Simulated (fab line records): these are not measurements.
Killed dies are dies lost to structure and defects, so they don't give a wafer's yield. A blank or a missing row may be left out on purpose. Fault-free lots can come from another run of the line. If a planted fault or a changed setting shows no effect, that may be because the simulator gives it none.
Struck lot and sound lot, side by side ; flow gf180mcu ; 17 out of 602 route steps
Sound: these wafers, L576.1, L576.5, L576.6. Struck: wafer L567.3. (L567.1, L567.2 of the same lot were not struck and are left out.) The cause comes at the end.
Each step with rows lists, per side, the tool, then ch with its chambers, then its first start. Under that, the readings that differ: sound wafers ; struck wafers ; difference of the means ; sigmas: that difference in standard deviations of wafers without a fault.
alike: same words and numbers on both sides, and readings whose means sit less than 2 such deviations apart. not compared: any withheld reading, any reading some wafer has no value for, any bound like >300 that may hide the same value, and any number with overlapping values for which the record gives no deviation.
A row with sigmas, a row that says differs or no value, or rows on one side alone: a step with any of these is where the two part. Numbers that have no deviation but don't overlap get no sigmas and don't part them. A reading missing from all wafers of one side parts the sides only when that side holds two or more wafers.

first, 4 steps without rows for these wafers: GF_M3_SOFTBAKE_10 (time 60 s); GF_M3_EXPOSE_11 (exposes mask Metal3, target cd 280 nm); GF_M3_PEB_12 (peb time 90 s); GF_M3_DEVELOP_13 (develop time 60 s).
GF_M3_CD_MEAS_14: the cd target is 280 nm.
  sound: cd sem-01 at day 26 18:26; struck: cd sem-02 at day 24 02:02
  alike: cd nm
GF_M3_OVL_MEAS_15:
  sound: overlay-02 at day 26 18:33; struck: overlay-02 at day 24 02:10
  alike: M3_OVL
GF_M3_METAL_ETCH_16: etches the open film in Cl2/BCl3, stops on SiO2, target depth 750.8 nm, time 129 s.
  sound on rie metal-01 ch 0,1, day 26 18:35; struck on rie metal-03 ch 0, day 24 02:12
  alike: drypump motor current A, he backside leak sccm, oes product au, throttle valve pct
  not compared: rf hours counter h
GF_M3_STRIP_17: strips in O2/N2.
  sound on plasma asher-01 ch 0,1, day 26 18:43; struck on plasma asher-01 ch 1, day 24 02:28
  alike: drypump motor current A, heater power w, oes product au, strip time to endpoint s
  not compared: rf hours counter h
then, 3 steps without rows for these wafers: GF_M3_STRIP_18 (strips in post etch residue remover, time 1200 s); GF_M3_CLEAN_19 (cleans in DIW); GF_V3_CVD_00 (deposits SiO2, target thk 600 nm, time 100 s).
GF_V3_THK_MEAS_01:
  sound: film metro-02 at day 26 19:22; struck: film metro-03 at day 24 03:04
  alike: V3_CVD_00_THK
GF_V3_CVD_02: deposits SiO2 from TEOS, target thk 850 nm, time 94.851 s.
  sound on pecvd-01 ch 0,1,2, day 26 19:25; struck on pecvd-03 ch 2, day 24 03:07
reading;sound;struck;difference;sigmas
model.SiO2_of_V3_CVD_02.thk nm (nm);859.5 851.2 878.6;979.4;+116.3;
  alike: heater power w, susceptor temp C
GF_V3_THK_MEAS_03:
  sound: film metro-03 at day 26 19:29; struck: film metro-04 at day 24 03:11
reading;sound;struck;difference;sigmas
V3_CVD_02_THK (nm);859 851 878;979;+116;+7
GF_V3_CMP_04: polishes SiO2.
  sound on cmp-02 ch 1,2,3, day 26 19:39; struck on cmp-02 ch 0, day 24 03:18
reading;sound;struck;difference;sigmas
time to endpoint s (s);86 97 104;124;+28;+3
  alike: motor current A
GF_V3_BOW_MEAS_05:
  sound: film metro-04 at day 26 19:51; struck: film metro-02 at day 24 03:33
  alike: V3_BOW
GF_PASSIVATION_PROBE_99:
  the record has rows for the sound wafers here (prober-01, day 33 06:32) and none for the struck ones

WHERE THEY PART
Last at GF_PASSIVATION_PROBE_99 as far as this record goes, first at GF_V3_THK_MEAS_03.

WHY: whatever the simulator had introduced
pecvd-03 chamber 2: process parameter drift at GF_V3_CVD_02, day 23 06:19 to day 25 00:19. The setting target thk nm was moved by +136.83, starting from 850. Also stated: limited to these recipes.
